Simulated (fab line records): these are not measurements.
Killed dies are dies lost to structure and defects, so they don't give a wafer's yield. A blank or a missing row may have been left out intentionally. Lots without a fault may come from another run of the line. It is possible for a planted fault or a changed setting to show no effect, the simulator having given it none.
fab line records	flow sky130
record: lots: 15	wafers: 45	last_day: 50
route steps=708 shown SONOS_ONO@185 LDD_N@244 LDD_P@262
lots untouched by any fault: they come from a run of this same line in which no faults occurred
start_h: hours from the record's first day to the start of the lot's first wafer shown	wait_h: hours since the lot's step before	" repeats the value in the row above	L1.1+2: a row that stands for several wafers	- value missing, or start not given	* or withheld: withheld	< > ~ a bound
route shown NAME@n: names a module that has steps shown in the file, with the first one's number in the route	usual: mean/standard deviation of fault-free wafers	same: alike in all rows	chamber/n: place in a boat	sites: each site's reading	_std_site: standard deviation across them	_edge_site: inner sites' mean taken away from outer sites' mean	radius_mm: how far each site lies from the wafer's centre	mask NAME#n: copy n	behind: tool/chamber where the wafer was last shaped	hold: what put the lot on hold/how long, in hours/how the hold closed	device: which transistor (n, p or np) failed to switch	end of line: the tests these same wafers got at the end of their route	a step without rows: its recipe alone	killed: dies lost to structure and defects at the first sort, not the wafer's yield	map: a wafer's dies, x killed, . not, _ none there
set.NAME: the setting as run; set.NAME@STEP: as run at that earlier step	model.NAME: the simulator's own value behind a step, which no gauge read
route steps across a sampled set of lots; one table per step, one row per wafer
services: a tool's chamber out of use, with start hour (start_h, from the record's first day; less than 0 if before it), hours out, and reason
== steps ==
step: SKY_SONOS_ONO_STRIP_17
recipe: chemistry: O2/N2	power_w: 1400	pressure_mtorr: 1500	platen_temp_c: withheld	o2_flow_sccm: 3000	n2_flow_sccm: 300	overash_fraction: 0.5
usual: drypump_motor_current_A: 5.5/0.55	o2_flow_sccm: 3001/9	oes_product_au: 0.709/0.004	strip_time_to_endpoint_s: 14.10/0.047
lot.wafer	tool	chamber	start_h	wait_h	drypump_motor_current_A	o2_flow_sccm	oes_product_au	rf_hours_counter_h	strip_time_to_endpoint_s
L853.2	plasma_asher-04	0	272.43	0.0	4.7	3029	0.711	58	14.06
L853.5	"	0	"	"	4.7	3007	0.706	-	14.03
L853.6	"	1	"	"	5.8	3000	0.707	-	14.04
L854.2	plasma_asher-04	1	281.14	0.0	5.8	3010	0.711	59	14.06
L854.4	"	0	"	"	4.7	2996	0.710	-	14.08
L854.6	"	0	"	"	4.7	2993	0.711	-	14.11
L855.1	plasma_asher-02	0	292.08	0.0	6.4	2999	0.705	19	14.20
L855.2	"	1	"	"	6.0	3018	0.710	19	14.19
L855.3	"	0	"	"	6.4	2994	0.708	-	14.21
L856.1	plasma_asher-02	0	299.78	0.0	6.4	2993	0.706	20	14.08
L856.2	"	1	"	"	6.0	2998	0.713	20	14.13
L856.4	"	1	"	"	6.0	2988	0.709	-	14.12
L858.1	plasma_asher-01	0	330.18	0.0	5.6	3006	0.704	54	14.08
L858.2	"	1	"	"	5.0	2994	0.703	54	14.13
L858.6	"	0	"	"	5.7	2999	0.708	-	14.08
L860.2	plasma_asher-02	0	334.04	0.0	6.3	3014	0.712	23	14.17
L860.5	"	0	"	"	6.4	3010	0.704	-	14.13
L860.6	"	1	"	"	6.0	3011	0.707	-	14.13
L861.1	plasma_asher-02	1	343.28	0.0	6.0	3002	0.713	23	14.06
L861.2	"	0	"	"	6.4	3020	0.714	23	14.04
L861.5	"	0	"	"	6.4	2996	0.715	-	14.11
L862.2	plasma_asher-01	1	356.05	0.0	5.0	2998	0.714	56	14.05
L862.3	"	1	"	"	5.0	2996	0.706	-	14.08
L862.5	"	1	"	"	5.0	2987	0.708	-	14.09
L863.2	plasma_asher-01	0	358.78	0.0	5.6	3000	0.710	56	14.11
L863.4	"	0	"	"	5.7	3008	0.705	-	14.12
L863.6	"	1	"	"	5.0	3000	0.704	-	14.07
L871.3	plasma_asher-01	1	421.82	0.0	5.0	3012	0.707	-	14.13
L871.5	"	1	"	"	5.0	2993	0.709	-	14.11
L871.6	"	0	"	"	5.7	2999	0.708	-	14.14
L873.1	plasma_asher-01	0	442.65	0.0	5.7	3000	0.712	67	14.15
L873.2	"	1	"	"	5.0	3019	0.707	67	14.10
L873.4	"	0	"	"	5.7	2986	0.711	-	14.09
L872.1	plasma_asher-01	0	444.63	0.0	5.7	2999	0.708	68	14.08
L872.4	"	1	"	"	5.0	3014	0.713	-	14.05
L872.5	"	1	"	"	5.0	3007	0.718	-	14.02
L874.1	plasma_asher-04	1	466.83	0.0	5.8	2998	0.712	3	14.04
L874.4	"	0	"	"	4.7	3001	0.707	-	14.09
L874.5	"	1	"	"	5.8	3003	0.710	-	14.08
L875.2	plasma_asher-02	0	471.10	0.0	6.4	3011	0.709	30	14.00
L875.5	"	1	"	"	6.0	2996	0.700	-	14.05
L875.6	"	0	"	"	6.4	3014	0.704	-	14.02
L876.1	plasma_asher-04	0	471.63	0.0	4.7	2989	0.704	4	14.07
L876.4	"	1	"	"	5.8	3016	0.718	-	14.08
L876.5	"	1	"	"	5.8	3006	0.710	-	14.10
step: SKY_LDD_N_OVL_MEAS_07
usual: LDD_N_OVL: 1.9/1.3
lot.wafer	tool	chamber	start_h	wait_h	LDD_N_OVL[nm]
L853.2	overlay-02	-	389.60	0.1	3.5
L853.5	"	-	"	"	1.6
L853.6	"	-	"	"	2.6
L854.2	overlay-01	-	399.78	0.1	0.4
L854.4	"	-	"	"	2.0
L854.6	"	-	"	"	0.2
L855.1	overlay-01	-	412.34	0.1	4.1
L855.2	"	-	"	"	3.0
L855.3	"	-	"	"	1.8
L856.1	overlay-02	-	421.22	0.1	1.3
L856.2	"	-	"	"	1.2
L856.4	"	-	"	"	1.6
L858.1	overlay-01	-	459.07	0.1	-0.3
L858.2	"	-	"	"	1.1
L858.6	"	-	"	"	0.9
L860.2	overlay-02	-	465.73	0.1	1.0
L860.5	"	-	"	"	2.0
L860.6	"	-	"	"	1.9
L861.1	overlay-02	-	470.54	0.1	0.8
L861.2	"	-	"	"	-0.9
L861.5	"	-	"	"	0.7
L862.2	overlay-02	-	486.50	0.1	-0.2
L862.3	"	-	"	"	-0.5
L862.5	"	-	"	"	1.8
L863.2	overlay-02	-	492.30	0.1	1.6
L863.4	"	-	"	"	0.8
L863.6	"	-	"	"	0.4
L871.3	overlay-01	-	552.12	0.1	2.7
L871.5	"	-	"	"	3.5
L871.6	"	-	"	"	2.1
L873.1	overlay-02	-	571.76	0.1	1.6
L873.2	"	-	"	"	1.7
L873.4	"	-	"	"	1.2
L872.1	overlay-01	-	578.52	0.1	3.3
L872.4	"	-	"	"	1.4
L872.5	"	-	"	"	2.9
L874.1	overlay-01	-	595.11	0.1	0.1
L874.4	"	-	"	"	0.6
L874.5	"	-	"	"	1.1
L875.2	overlay-01	-	601.75	0.1	2.5
L875.5	"	-	"	"	2.8
L875.6	"	-	"	"	3.1
L876.1	overlay-02	-	601.92	0.1	1.7
L876.4	"	-	"	"	1.5
L876.5	"	-	"	"	3.7
step: SKY_LDD_N_IMPLANT_13
recipe: species: BF2	energy_kev: 50	dose_cm2: 5e+12	tilt_deg: 30	rotation_deg: 90
usual: beam_energy_keV: 49.998/0.015	beam_on_s: 9.98/0.21
lot.wafer	tool	chamber	start_h	wait_h	beam_energy_keV	beam_on_s
L853.2	implanter-02	0	390.40	0.1	50.010	9.75
L853.5	"	0	"	"	50.016	10.02
L853.6	"	0	"	"	49.997	9.80
L854.2	implanter-01	0	400.58	0.1	49.996	10.11
L854.4	"	0	"	"	49.988	10.46
L854.6	"	0	"	"	49.982	10.27
L855.1	implanter-03	0	413.13	0.1	49.990	9.47
L855.2	"	0	"	"	49.998	10.16
L855.3	"	0	"	"	49.985	10.21
L856.1	implanter-02	0	422.01	0.1	49.998	10.12
L856.2	"	0	"	"	49.987	9.74
L856.4	"	0	"	"	50.010	9.69
L858.1	implanter-02	0	459.86	0.1	49.982	10.19
L858.2	"	0	"	"	50.000	9.95
L858.6	"	0	"	"	49.975	9.93
L860.2	implanter-01	0	466.53	0.1	49.993	10.01
L860.5	"	0	"	"	49.992	9.95
L860.6	"	0	"	"	49.983	10.16
L861.1	implanter-01	-	471.33	0.1	-	-
L861.2	"	-	"	"	-	-
L861.5	"	-	"	"	-	-
L862.2	implanter-01	-	487.30	0.1	-	-
L862.3	"	-	"	"	-	-
L862.5	"	-	"	"	-	-
L863.2	implanter-01	-	493.10	0.1	-	-
L863.4	"	-	"	"	-	-
L863.6	"	-	"	"	-	-
L871.3	implanter-01	0	552.95	0.1	50.005	9.96
L871.5	"	0	"	"	50.031	9.93
L871.6	"	0	"	"	50.031	10.17
L873.1	implanter-02	0	572.55	0.1	49.997	10.21
L873.2	"	0	"	"	50.013	9.83
L873.4	"	0	"	"	50.008	9.61
L872.1	implanter-03	0	579.31	0.1	50.008	9.85
L872.4	"	0	"	"	50.001	10.22
L872.5	"	0	"	"	49.997	10.11
L874.1	implanter-01	0	595.90	0.1	50.022	10.50
L874.4	"	0	"	"	50.007	9.91
L874.5	"	0	"	"	50.007	9.83
L875.2	implanter-01	0	602.55	0.1	49.999	9.89
L875.5	"	0	"	"	49.987	10.14
L875.6	"	0	"	"	49.972	10.06
L876.1	implanter-02	0	602.71	0.1	49.986	10.09
L876.4	"	0	"	"	50.024	9.83
L876.5	"	0	"	"	50.011	9.72
step: SKY_LDD_P_CD_MEAS_07
recipe: target_cd_nm: 380
usual: cd_nm: 379/3.2
lot.wafer	tool	chamber	start_h	wait_h	cd_nm
L853.2	cd_sem-02	-	420.34	0.1	381
L853.5	"	-	"	"	381
L853.6	"	-	"	"	380
L854.2	cd_sem-01	-	431.59	0.1	379
L854.4	"	-	"	"	380
L854.6	"	-	"	"	380
L855.1	cd_sem-02	-	444.07	0.1	382
L855.2	"	-	"	"	379
L855.3	"	-	"	"	378
L856.1	cd_sem-02	-	452.81	0.1	378
L856.2	"	-	"	"	377
L856.4	"	-	"	"	376
L858.1	cd_sem-02	-	491.76	0.1	377
L858.2	"	-	"	"	377
L858.6	"	-	"	"	378
L860.2	cd_sem-01	-	498.03	0.1	376
L860.5	"	-	"	"	380
L860.6	"	-	"	"	381
L871.3	cd_sem-02	-	583.09	0.1	378
L871.5	"	-	"	"	377
L871.6	"	-	"	"	379
L873.1	cd_sem-01	-	602.22	0.1	378
L873.2	"	-	"	"	379
L873.4	"	-	"	"	379
L872.1	cd_sem-01	-	608.67	0.1	379
L872.4	"	-	"	"	379
L872.5	"	-	"	"	377
L874.1	cd_sem-01	-	625.35	0.1	379
L874.4	"	-	"	"	383
L874.5	"	-	"	"	383
L875.2	cd_sem-01	-	631.44	0.1	381
L875.5	"	-	"	"	379
L875.6	"	-	"	"	380
L876.1	cd_sem-02	-	631.86	0.1	385
L876.4	"	-	"	"	383
L876.5	"	-	"	"	383
== services ==
tool	chamber	start_h	hours	kind
implanter-02	-	298.15	2.9	repair
plasma_asher-02	-	325.76	3.1	repair
implanter-01	-	340.99	2.4	repair
plasma_asher-02	-	374.67	12.3	repair
implanter-03	-	384.80	2.5	pm
plasma_asher-02	-	402.15	52.0	repair
plasma_asher-04	-	421.25	9.0	pm
plasma_asher-04	0	421.25	9.0	vent_cycle
plasma_asher-04	1	421.25	9.0	vent_cycle
plasma_asher-01	-	423.20	2.0	repair
plasma_asher-04	0	430.25	-	clean
plasma_asher-04	1	430.25	-	clean
plasma_asher-04	-	436.05	9.4	repair
plasma_asher-01	-	454.53	1.9	repair
plasma_asher-04	-	461.21	0.4	repair
implanter-03	-	473.07	1.2	repair
plasma_asher-04	-	475.84	2.6	repair
plasma_asher-02	-	509.18	1.6	repair
implanter-02	-	514.05	2.7	pm
plasma_asher-02	-	531.96	2.9	repair
plasma_asher-02	-	559.04	0.4	repair
implanter-01	-	587.05	3.8	repair
implanter-02	-	587.19	4.0	repair
plasma_asher-01	-	591.89	2.8	pm
== key ==
first_sign: step: SKY_LDD_N_IMPLANT_13	reading: tool_record	direction: missing
effect none on later readings
met_at SKY_LDD_N_IMPLANT_13
struck_lots L861,L862,L863
later_rows_left_out L861.1,L861.2,L861.5,L862.2,L862.3,L862.5,L863.2,L863.4,L863.6
sort_left_out L861.1,L861.2,L861.5,L862.2,L862.3,L862.5,L863.2,L863.4,L863.6
tester_left_out L861,L862,L863
not_acting_at SKY_SONOS_ONO_STRIP_17,SKY_LDD_N_OVL_MEAS_07,SKY_LDD_P_CD_MEAS_07
onset_between 466.53 471.33
fault: kind: skipped_step_whole	tool: implanter-01	chamber: -	onset_h: 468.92	steps: SKY_LDD_N_IMPLANT_13	scope: struck_lots_only
tester_left_out: of these lots the tester's yield and bins aren't shown, on N5 and GAA mostly nor the transistor test; their killed dies are dies lost to structure and defects alone, not to doping, threshold or leakage, so they don't give the yield
sort_left_out: the simulated sort isn't trusted on such a fault, so these wafers' sort isn't shown, and their yield isn't known
later_rows_left_out: the simulator's readings of these wafers behind a module that went badly wrong aren't trusted and aren't shown, but for the sort
